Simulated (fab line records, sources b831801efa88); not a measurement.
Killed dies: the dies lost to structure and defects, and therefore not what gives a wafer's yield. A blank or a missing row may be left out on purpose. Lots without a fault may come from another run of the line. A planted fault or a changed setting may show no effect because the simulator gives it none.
The tool behind it: which one? :: flow sky130 :: 33 wafers from 11 lots sampled at 3 of the route's 708 steps

## WHAT THE GAUGES READ, wafer by wafer
SKY_LOCAL_INTERCONNECT_RS_MEAS_01: measures by four-point-probe.
lot: L242
measured: day 30 01:14
on: film_metro-01
LOCAL_INTERCONNECT_TIN_RS (ohm/sq): 14.06 14.14 14.21

lot: L243
measured: day 30 16:37
on: film_metro-04
LOCAL_INTERCONNECT_TIN_RS (ohm/sq): 14.12 14.45 14.42

lot: L248
measured: day 32 00:32
on: film_metro-01
LOCAL_INTERCONNECT_TIN_RS (ohm/sq): 14.32 14.15 14.16

lot: L249
measured: day 32 11:35
on: film_metro-03
LOCAL_INTERCONNECT_TIN_RS (ohm/sq): 14.26 14.27 14.34

lot: L253
measured: day 33 10:50
on: film_metro-03
LOCAL_INTERCONNECT_TIN_RS (ohm/sq): 14.24 14.11 14.33

lot: L252
measured: day 33 11:56
on: film_metro-04
LOCAL_INTERCONNECT_TIN_RS (ohm/sq): 14.03 14.21 14.30

lot: L254
measured: day 33 22:28
on: film_metro-04
LOCAL_INTERCONNECT_TIN_RS (ohm/sq): 13.96 14.16 13.74

lot: L255
measured: day 34 01:25
on: film_metro-01
LOCAL_INTERCONNECT_TIN_RS (ohm/sq): 14.09 14.22 14.08

lot: L256
measured: day 34 15:11
on: film_metro-01
LOCAL_INTERCONNECT_TIN_RS (ohm/sq): 13.83 13.84 13.78

lot: L259
measured: day 35 12:22
on: film_metro-04
LOCAL_INTERCONNECT_TIN_RS (ohm/sq): 14.02 14.20 14.02

lot: L263
measured: day 36 17:53
on: film_metro-01
LOCAL_INTERCONNECT_TIN_RS (ohm/sq): 14.32 14.24 14.26

SKY_LOCAL_INTERCONNECT_THK_MEAS_02: measures by xrf.
lot: L242
measured: day 30 01:21
on: film_metro-01
LOCAL_INTERCONNECT_TIN_THK (nm): 99.8 99.1 99.0

lot: L243
measured: day 30 16:43
on: film_metro-04
LOCAL_INTERCONNECT_TIN_THK (nm): 100.1 98.1 97.5

lot: L248
measured: day 32 00:37
on: film_metro-01
LOCAL_INTERCONNECT_TIN_THK (nm): 98.2 99.8 99.3

lot: L249
measured: day 32 11:42
on: film_metro-03
LOCAL_INTERCONNECT_TIN_THK (nm): 98.2 97.7 98.2

lot: L253
measured: day 33 10:57
on: film_metro-03
LOCAL_INTERCONNECT_TIN_THK (nm): 99.1 100.1 98.5

lot: L252
measured: day 33 12:02
on: film_metro-04
LOCAL_INTERCONNECT_TIN_THK (nm): 99.9 98.7 98.1

lot: L254
measured: day 33 22:35
on: film_metro-04
LOCAL_INTERCONNECT_TIN_THK (nm): 100.4 99.2 102.0

lot: L255
measured: day 34 01:32
on: film_metro-01
LOCAL_INTERCONNECT_TIN_THK (nm): 100.1 99.0 100.4

lot: L256
measured: day 34 15:19
on: film_metro-01
LOCAL_INTERCONNECT_TIN_THK (nm): 101.6 101.8 102.4

lot: L259
measured: day 35 12:29
on: film_metro-04
LOCAL_INTERCONNECT_TIN_THK (nm): 100.2 99.6 100.9

lot: L263
measured: day 36 17:59
on: film_metro-01
LOCAL_INTERCONNECT_TIN_THK (nm): 97.8 98.7 98.3

SKY_LOCAL_INTERCONNECT_CD_MEAS_11 targets a cd of 170 nm.
lot: L242
measured: day 31 04:10
on: cd_sem-01
cd_nm (nm): 169.5 169.9 168.9

lot: L243
measured: day 31 19:37
on: cd_sem-02
cd_nm (nm): 169.6 171.3 169.7

lot: L248
measured: day 33 03:21
on: cd_sem-02
cd_nm (nm): 171.6 171.0 170.3

lot: L249
measured: day 33 13:33
on: cd_sem-02
cd_nm (nm): 168.0 168.8 168.5

lot: L253
measured: day 34 13:46
on: cd_sem-02
cd_nm (nm): 168.0 169.6 168.7

lot: L252
measured: day 34 14:29
on: cd_sem-02
cd_nm (nm): 169.5 168.1 166.6

lot: L254
measured: day 35 01:44
on: cd_sem-01
cd_nm (nm): 169.9 170.0 170.3

lot: L255
measured: day 35 04:02
on: cd_sem-01
cd_nm (nm): 171.4 171.5 171.7

lot: L256
measured: day 35 18:14
on: cd_sem-01
cd_nm (nm): 168.6 168.7 168.2

lot: L259
measured: day 36 14:59
on: cd_sem-02
cd_nm (nm): 170.3 168.3 169.3

lot: L263
measured: day 37 19:29
on: cd_sem-01
cd_nm (nm): 166.6 168.2 168.0

## EACH LOT AND THE TOOL THAT RAN IT (in order: tool; ch and the chambers of the sampled wafers; start)
Before these readings, the record contains no process step.

## AS READ BY THE TOOLS THEMSELVES (means over the sampled wafers that have a number; for cases with no such wafer, the mark the record gives instead)
The record holds no such reading with a usual standard deviation.

## THE ANSWER, worked out from the rows above alone
Rule: usual is defined by the lots themselves. Put in order of their means at a reading, lots are off if they are a third of the lots or fewer, leave a main group of 4 or more, and stand apart from it by a gap of 3 or more times the standard deviation of the main group's means; of several such gaps the widest counts. Not used: any main group whose means are identical at the precision the tables above print for the reading. Also off: a lot with no number at a reading for which 4 or more lots have one. Where the step has rows for the other lots, those lots are counted as sound. Order of review: gauges by route order, followed by the tools' own readings, for which a lot's mean as printed above is used. At the first step where some lot is off, the reading lying furthest off is the one used; lots without a number count as furthest.
Across all readings shown, no lot is off: no conclusion can be drawn from this.

## WHAT THE SIMULATOR HAD PUT IN
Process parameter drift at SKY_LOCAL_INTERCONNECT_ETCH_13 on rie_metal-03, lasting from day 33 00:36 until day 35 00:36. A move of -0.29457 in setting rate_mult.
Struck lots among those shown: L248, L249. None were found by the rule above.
